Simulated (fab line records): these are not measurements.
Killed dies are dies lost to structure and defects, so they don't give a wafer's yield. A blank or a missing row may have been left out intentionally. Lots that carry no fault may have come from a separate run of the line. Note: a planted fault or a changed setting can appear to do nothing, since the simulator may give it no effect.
Matching of chambers    flow sky130    4 sister chambers for SKY_LI_CONTACT_CMP_02 on cmp-02
The step polishes PSG. 8 wafers are shown with their chamber, then 12 later ones without.

WAFERS WITH THEIR CHAMBER
wafer   chamber  motor_current_A (A)  time_to_endpoint_s (s)
L084.6  0        10.2                 35.2
L085.4  1        12.0                 28.8
L085.6  1        12.0                 32.6
L088.5  2        12.1                 30.3
L088.6  3        13.3                 26.5
L090.1  0        10.7                 31.9
L090.2  3        13.2                 26.5
L090.5  2        11.7                 29.4

WAFERS WITH NO CHAMBER GIVEN
wafer   motor_current_A (A)  time_to_endpoint_s (s)
L089.2  9.9                  34.2
L089.4  12.5                 31.6
L089.6  11.0                 35.6
L094.3  11.7                 30.3
L094.4  10.4                 35.6
L094.6  10.2                 34.1
L096.1  12.7                 25.7
L096.2  13.0                 33.1
L096.3  10.4                 31.7
L097.3  12.3                 35.1
L097.5  10.0                 33.7
L097.6  12.4                 34.4

WHICH CHAMBER EACH WENT THROUGH
wafer   from the rows above           in truth
L089.2  0                             0
L089.4  can't be placed: 1 or 2       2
L089.6  0                             0
L094.3  can't be placed: 2 or 1       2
L094.4  0                             0
L094.6  0                             0
L096.1  can't be placed: 3 or 1 or 2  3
L096.2  can't be placed: 3 or 1 or 2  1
L096.3  0                             0
L097.3  can't be placed: 1 or 2       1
L097.5  0                             0
L097.6  can't be placed: 1 or 2       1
Correct placement for 6 of the 12. Not placeable from these rows: 6 (in 6, the candidates include the true chamber). 0 placed wrongly.
How it was worked out, from the rows above alone: a wafer's distance from a chamber is the root of the sum, over the readings, of the square of ((its reading less the chamber's mean) divided by the reading's scatter). If the next closest chamber is less than 2 further off than the closest, the wafer can't be placed; otherwise it belongs to the closest. The mean given for a chamber averages the wafers shown for that chamber. The scatter is the square root of a quotient: the sum, over the shown wafers, of each reading's squared deviation from its chamber's mean, divided by wafers minus chambers.
